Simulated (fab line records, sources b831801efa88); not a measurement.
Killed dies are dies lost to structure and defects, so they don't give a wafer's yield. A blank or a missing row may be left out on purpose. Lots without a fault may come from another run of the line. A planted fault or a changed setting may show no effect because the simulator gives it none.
One fault seen from 2 desks | flow gf180mcu | each desk has only its own numbers; what lay behind them comes last

THE METROLOGY DESK
What the gauges read, lot by lot, whatever tool the lot ran on: means of the sampled wafers that have a number. A lot is out of limits, marked OUT, if its mean lies more than 4 standard deviations from the usual mean; the brackets give that distance.
Columns: A = MVSD_RS at GF_VT_IMPLANT_RS_MEAS_46, usual 456.6 ohm/sq; B = V1_OVL at GF_V1_OVL_MEAS_15, usual 2 nm
lot  | first seen here | A               | B
L793 | day 7 14:11     | 456.5           | -4
L795 | day 8 03:57     | 457.5           | 8
L796 | day 8 10:58     | 456.0           | 3
L797 | day 8 15:11     | 457.3           | -3
L799 | day 9 10:04     | 455.9           | 7
L800 | day 9 22:26     | 456.5           | 6
L807 | day 11 13:41    | 469.0 (+12) OUT | 1
L810 | day 12 11:05    | 471.6 (+15) OUT | 1
L811 | day 12 13:32    | 457.4           | 9
L812 | day 13 00:50    | 456.6           | 7
L813 | day 13 10:06    | 455.9           | 3
L814 | day 13 11:37    | 457.8           | 2
L815 | day 13 18:08    | 456.9           | -2
This desk's finding: out of limits on L807, L810; first on L807, day 11 13:41 (MVSD_RS at GF_VT_IMPLANT_RS_MEAS_46). In limits: L793, L795, L796, L797, L799, L800, L811, L812, L813, L814, L815.

THE TOOL OWNER'S DESK: implanter-04
The tool's own readings at GF_MVSD_IMPLANT_08: means of the sampled wafers that have a number, for each lot that ran on this tool. A lot is out of limits, marked OUT, if its mean lies more than 4 standard deviations from the usual mean; the brackets give that distance.
Columns: A = beam_energy_keV at GF_MVSD_IMPLANT_08, usual 400.00
lot  | first seen here | A
L793 | day 4 11:43     | 399.94
L795 | day 4 21:52     | 399.92
L800 | day 6 11:47     | 399.99
L807 | day 7 20:36     | 339.21 (-99 or more) OUT
L810 | day 8 14:25     | 339.48 (-99 or more) OUT
This desk's finding: out of limits on L807, L810; first on L807, day 7 20:36 (beam_energy_keV at GF_MVSD_IMPLANT_08). In limits: L793, L795, L800.

PUT TOGETHER
The tool owner's desk could have raised an alarm at day 7 20:36, on L807, L810.
The metrology desk could have raised an alarm at day 11 13:41, on L807, L810.
Of the lots named, all ran GF_MVSD_IMPLANT_08 on implanter-04.

WHAT THE SIMULATOR HAD PUT IN
Process parameter drift: implanter-04, from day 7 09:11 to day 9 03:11, at GF_MVSD_IMPLANT_08. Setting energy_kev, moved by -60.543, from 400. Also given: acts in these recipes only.
Lots struck among those shown: L807, L810.
Hours from the fault's start to each desk's first reading out of limits: the tool owner's desk, 11; the metrology desk, 100.
